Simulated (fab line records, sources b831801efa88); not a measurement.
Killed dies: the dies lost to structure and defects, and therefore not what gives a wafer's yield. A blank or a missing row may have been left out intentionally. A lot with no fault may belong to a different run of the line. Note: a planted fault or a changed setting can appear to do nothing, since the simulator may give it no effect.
Split-lot experiment || flow gf180mcu || 23 wafers read across 5 lots, on a route 602 steps long

## ABOUT THE SPLIT
At GF_HV_LDD_IMPLANT_21, the setting energyKev was moved away from the recipe's 25 on 10 of the 23 wafers read, by -8.4% to +5.8%. This setting was run at the recipe's value on the other wafers.

## BETWEEN THE SPLIT AND THE READING: the file shows 1 step in between
- GF_HV_LDD_STRIP_22: strips in O2/N2

## THE READING
HV_LDD_2_TW, at GF_HV_LDD_TW_MEAS_23. On this fab line, fault-free wafers typically give 1054 with a standard deviation of 7.2.

{"wafer": "L075.1", "tool, chamber at the split": "implanter-01, 0", "energyKev as run": 25, "against the recipe": "recipe", "HV_LDD_2_TW": 1056, "against lot-mates on the recipe": "-"}
{"wafer": "L075.2", "tool, chamber at the split": "implanter-01, 0", "energyKev as run": 23.16, "against the recipe": "-7.4%", "HV_LDD_2_TW": 1034, "against lot-mates on the recipe": -24}
{"wafer": "L075.3", "tool, chamber at the split": "implanter-01, 0", "energyKev as run": 25, "against the recipe": "recipe", "HV_LDD_2_TW": 1060, "against lot-mates on the recipe": "-"}
{"wafer": "L075.5", "tool, chamber at the split": "implanter-01, 0", "energyKev as run": 23.16, "against the recipe": "-7.4%", "HV_LDD_2_TW": 1038, "against lot-mates on the recipe": -20}
{"wafer": "L075.6", "tool, chamber at the split": "implanter-01, 0", "energyKev as run": 23.16, "against the recipe": "-7.4%", "HV_LDD_2_TW": 1038, "against lot-mates on the recipe": -20}
{"wafer": "L076.1", "tool, chamber at the split": "implanter-02, 0", "energyKev as run": 25, "against the recipe": "recipe", "HV_LDD_2_TW": 1055, "against lot-mates on the recipe": "-"}
{"wafer": "L076.2", "tool, chamber at the split": "implanter-02, 0", "energyKev as run": 26.44, "against the recipe": "+5.8%", "HV_LDD_2_TW": 1069, "against lot-mates on the recipe": "+14"}
{"wafer": "L076.3", "tool, chamber at the split": "implanter-02, 0", "energyKev as run": 25, "against the recipe": "recipe", "HV_LDD_2_TW": 1053, "against lot-mates on the recipe": "-"}
{"wafer": "L076.5", "tool, chamber at the split": "implanter-02, 0", "energyKev as run": 26.44, "against the recipe": "+5.8%", "HV_LDD_2_TW": 1073, "against lot-mates on the recipe": "+18"}
{"wafer": "L076.6", "tool, chamber at the split": "implanter-02, 0", "energyKev as run": 25, "against the recipe": "recipe", "HV_LDD_2_TW": 1058, "against lot-mates on the recipe": "-"}
{"wafer": "L079.1", "tool, chamber at the split": "implanter-01, 0", "energyKev as run": 25, "against the recipe": "recipe", "HV_LDD_2_TW": 1054, "against lot-mates on the recipe": "-"}
{"wafer": "L079.2", "tool, chamber at the split": "implanter-01, 0", "energyKev as run": 23.79, "against the recipe": "-4.8%", "HV_LDD_2_TW": 1031, "against lot-mates on the recipe": -23}
{"wafer": "L079.3", "tool, chamber at the split": "implanter-01, 0", "energyKev as run": 25, "against the recipe": "recipe", "HV_LDD_2_TW": 1055, "against lot-mates on the recipe": "-"}
{"wafer": "L079.4", "tool, chamber at the split": "implanter-01, 0", "energyKev as run": 25, "against the recipe": "recipe", "HV_LDD_2_TW": 1052, "against lot-mates on the recipe": "-"}
{"wafer": "L079.5", "tool, chamber at the split": "implanter-01, 0", "energyKev as run": 23.79, "against the recipe": "-4.8%", "HV_LDD_2_TW": 1033, "against lot-mates on the recipe": -21}
{"wafer": "L080.1", "tool, chamber at the split": "implanter-01, 0", "energyKev as run": 25, "against the recipe": "recipe", "HV_LDD_2_TW": 1052, "against lot-mates on the recipe": "-"}
{"wafer": "L080.2", "tool, chamber at the split": "implanter-01, 0", "energyKev as run": 25, "against the recipe": "recipe", "HV_LDD_2_TW": 1044, "against lot-mates on the recipe": "-"}
{"wafer": "L080.6", "tool, chamber at the split": "implanter-01, 0", "energyKev as run": 25, "against the recipe": "recipe", "HV_LDD_2_TW": 1046, "against lot-mates on the recipe": "-"}
{"wafer": "L085.1", "tool, chamber at the split": "implanter-04, 0", "energyKev as run": 25, "against the recipe": "recipe", "HV_LDD_2_TW": 1057, "against lot-mates on the recipe": "-"}
{"wafer": "L085.2", "tool, chamber at the split": "implanter-04, 0", "energyKev as run": 22.89, "against the recipe": "-8.4%", "HV_LDD_2_TW": 1031, "against lot-mates on the recipe": -25}
{"wafer": "L085.4", "tool, chamber at the split": "implanter-04, 0", "energyKev as run": 22.89, "against the recipe": "-8.4%", "HV_LDD_2_TW": 1032, "against lot-mates on the recipe": -24}
{"wafer": "L085.5", "tool, chamber at the split": "implanter-04, 0", "energyKev as run": 22.89, "against the recipe": "-8.4%", "HV_LDD_2_TW": 1031, "against lot-mates on the recipe": -25}
{"wafer": "L085.6", "tool, chamber at the split": "implanter-04, 0", "energyKev as run": 25, "against the recipe": "recipe", "HV_LDD_2_TW": 1055, "against lot-mates on the recipe": "-"}

FIT RESULTS
A straight line over all 23 wafers: HV_LDD_2_TW changes by +2.75 for each +1% of energyKev; r = +0.93; the points scatter about the line by 4.6.
The same after taking each lot's own level away (the mean of its wafers on the recipe; 23 wafers): +2.98 for each +1%; r = +0.97; scatter 3.
On that fit, the largest move of energyKev shifts the reading by 25.
The span of the lots' own levels, 1047.3 to 1058.0, comes to 1.5 times the standard deviation stated above.
So the lot-to-lot level changes the slope little: the two slopes agree.
Check: with one of the wafers moved furthest among these (-8.4%) left out of the fit, the line predicts -25.9 for it against its lot-mates. It came out at -25 against them.

## OTHER SPLITS APPLIED TO THESE WAFERS
These wafers also went through other splits before the reading. Each is held against what the fit with the lots' levels taken away leaves over:
{"other split on the same wafers": "GF_DUAL_GATE_SOFTBAKE_07 tempC", "wafers away from the commonest value": 7, "r with HV_LDD_2_TW (lot level and that fit taken away)": -0.04}
{"other split on the same wafers": "GF_POLY_GATE_ETCH_13 timeS", "wafers away from the commonest value": 5, "r with HV_LDD_2_TW (lot level and that fit taken away)": -0.20}
{"other split on the same wafers": "GF_HV_LDD_DEVELOP_06 developTimeS", "wafers away from the commonest value": 11, "r with HV_LDD_2_TW (lot level and that fit taken away)": -0.06}
{"other split on the same wafers": "GF_HV_LDD_COAT_14 resistThkNm", "wafers away from the commonest value": 4, "r with HV_LDD_2_TW (lot level and that fit taken away)": -0.04}

## THE WHOLE CHAIN: every reading that the file lists as answering this split, in the file's order
{"step": "GF_HV_LDD_IMPLANT_21", "what it does": "", "reading": "implant.rpNm (the simulator's own value, which no gauge read)", "change (the file's fit)": "+0.165 nm for each +1% of the setting", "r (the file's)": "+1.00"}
{"step": "GF_HV_LDD_IMPLANT_21", "what it does": "", "reading": "implant.drpNm (the simulator's own value, which no gauge read)", "change (the file's fit)": "+0.0811 nm for each +1% of the setting", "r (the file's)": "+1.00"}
{"step": "GF_HV_LDD_TW_MEAS_23", "what it does": "", "reading": "HV_LDD_2_TW", "change (the file's fit)": "+3.07 for each +1% of the setting", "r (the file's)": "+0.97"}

## THE FILE'S OWN FIT
HV_LDD_2_TW changes by +3.07 for each +1% of energyKev, r = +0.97.
